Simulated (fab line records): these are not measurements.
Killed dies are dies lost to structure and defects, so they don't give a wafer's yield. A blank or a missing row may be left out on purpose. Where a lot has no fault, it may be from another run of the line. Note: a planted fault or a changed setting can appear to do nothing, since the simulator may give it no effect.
Struck lot and sound lot, side by side / flow sky130 / 16 steps out of a route of 708
Sound: the wafers L577.1, L577.3, L577.5. Struck: wafer L589.6. (L589.3, L589.4 of the same lot were not struck and are left out.) The cause comes at the end.
Each step with rows lists, per side, the tool, then ch with its chambers, then its first start. Under that, the readings that differ: sound wafers / struck wafers / difference of the means / sigmas: that difference in standard deviations of wafers without a fault.
alike: same words and numbers on both sides, and readings whose means sit less than 2 such deviations apart. not compared: any withheld reading, any reading some wafer has no value for, any bound like >300 that may hide the same value, and any number with overlapping values for which the record gives no deviation.
Wherever a step has rows on one side only, a row that says differs or no value, or a row with sigmas, the two part there. Numbers that don't overlap but have no deviation are shown without sigmas and don't part them. A reading missing from all wafers of one side parts the sides only when that side holds two or more wafers.

first, 7 steps without rows for these wafers: SKY_METAL4_HMDS_06 (prime time 60 s); SKY_METAL4_COAT_07 (resist thk 60 nm); SKY_METAL4_COAT_08 (resist thk 1140 nm); SKY_METAL4_SOFTBAKE_09 (time 90 s); SKY_METAL4_EXPOSE_10 (exposes mask MM4, target cd 300 nm); SKY_METAL4_PEB_11; SKY_METAL4_DEVELOP_12 (develop time 60 s).
SKY_METAL4_CD_MEAS_13: the cd target is 300 nm.
  sound on cd_sem-02, day 43 08:07; struck on cd_sem-02, day 46 03:40
  alike: cd_nm
SKY_METAL4_OVL_MEAS_14:
  sound on overlay-02, day 43 08:14; struck on overlay-02, day 46 03:46
  alike: METAL4_OVL
SKY_METAL4_DESCUM_15: chemistry O2, time 8 s.
  sound on rie_metal-04 ch 0,1, day 43 08:16; struck on rie_metal-01 ch 1, day 46 03:49
reading=drypump_motor_current_A (A); sound=5.4 4.9 4.9; struck=6.2; difference=+1.1; sigmas=+2
reading=rf_fwd_power_W (W); sound=147.3 146.8 147.6; struck=145.8; difference=-1.4; sigmas=-2
  alike: oes_product_au
  not compared: rf_hours_counter_h
SKY_METAL4_ETCH_16: etches BARC in N2/H2, stops on SiO2, time 88.2 s, target depth 60 nm.
  sound on rie_metal-04 ch 0,1, day 43 08:17; struck on rie_metal-01 ch 1, day 46 03:55
reading=drypump_motor_current_A (A); sound=5.3 4.9 4.9; struck=6.3; difference=+1.3; sigmas=+2
  alike: oes_product_au, rf_fwd_power_W, throttle_valve_pct
  not compared: rf_hours_counter_h
SKY_METAL4_ETCH_17: etches SiO2 in C4F8/O2/Ar, stops on TiN, time 3.9 s, target depth 15 nm.
  sound on rie_diel-02 ch 0,3, day 43 08:23; struck on rie_diel-04 ch 0, day 46 04:02
  alike: oes_product_au, rf_fwd_power_W
  not compared: rf_hours_counter_h
SKY_METAL4_METAL_ETCH_18: etches the open film in Cl2/BCl3, stops on SiO2, target depth 845 nm, time 183.1 s.
  sound on rie_metal-02 ch 0,1, day 43 08:25; struck on rie_metal-02 ch 0, day 46 04:07
reading=oes_product_au (a.u.); sound=0.874 0.872 0.868; struck=0.930; difference=+0.059; sigmas=+11
reading=over_etch_frac; sound=0.3 0.3 0.3; struck=0.13075; difference=-0.16925; sigmas=
reading=model.KrF-thick_of_METAL4_COAT_08.thk_nm (nm); sound=524.7 520.1 526.5; struck=595.2; difference=+71.4; sigmas=
reading=model.METAL4.cd_nm (nm); sound=299.8 298.1 300; struck=301.7; difference=+2.4; sigmas=
reading=model.SiO2_of_VIA3_HDPCVD_00.thk_nm (nm); sound=435.9 435.8 437.1; struck=439.7; difference=+3.4; sigmas=
  alike: drypump_motor_current_A, rf_fwd_power_W, throttle_valve_pct
  not compared: rf_hours_counter_h
SKY_METAL4_STRIP_19: strips in O2/N2.
  sound on plasma_asher-01 ch 0,1, day 43 08:35; struck on plasma_asher-04 ch 1, day 46 04:16
reading=oes_product_au (a.u.); sound=0.501 0.494 0.505; struck=0.522; difference=+0.022; sigmas=+4
reading=strip_time_to_endpoint_s (s); sound=6.50 6.47 6.50; struck=7.21; difference=+0.72; sigmas=+8
  alike: drypump_motor_current_A
  not compared: rf_hours_counter_h
then, 1 step without rows for these wafers: SKY_METAL4_STRIP_20 (strips in post etch residue remover, time 1200 s).
-- the record jumps here: 3 days lie between the struck wafers' starts before and after (it left off in module METAL4 and takes up again in module PAD_OPEN, whose first step shown is number 708 of the route) --
SKY_PAD_OPEN_PROBE_99:
  sound on prober-01, day 47 03:45; struck on prober-01, day 49 13:47
reading=model.etest.met4.width_nm (nm); sound=298.8 298.6 297.2; struck=300.2; difference=+2.0; sigmas=
  alike: defect_limited_yield, killed_at_M0_to_M3, killed_at_M4_up, killed_at_contacts, killed_at_front_end, killed_at_other, killed_dies, killed_open, killed_short, sort_bin_3_pad_short, sort_bin_5_function, sort_bin_6_memory, sort_n_pass, sort_yield_pct

## WHERE THEY PART
Earliest at SKY_METAL4_DESCUM_15; latest, in this record, at SKY_METAL4_STRIP_19. Later steps at which nothing parts them and some readings are alike: SKY_PAD_OPEN_PROBE_99.

WHY: what had been put in by the simulator
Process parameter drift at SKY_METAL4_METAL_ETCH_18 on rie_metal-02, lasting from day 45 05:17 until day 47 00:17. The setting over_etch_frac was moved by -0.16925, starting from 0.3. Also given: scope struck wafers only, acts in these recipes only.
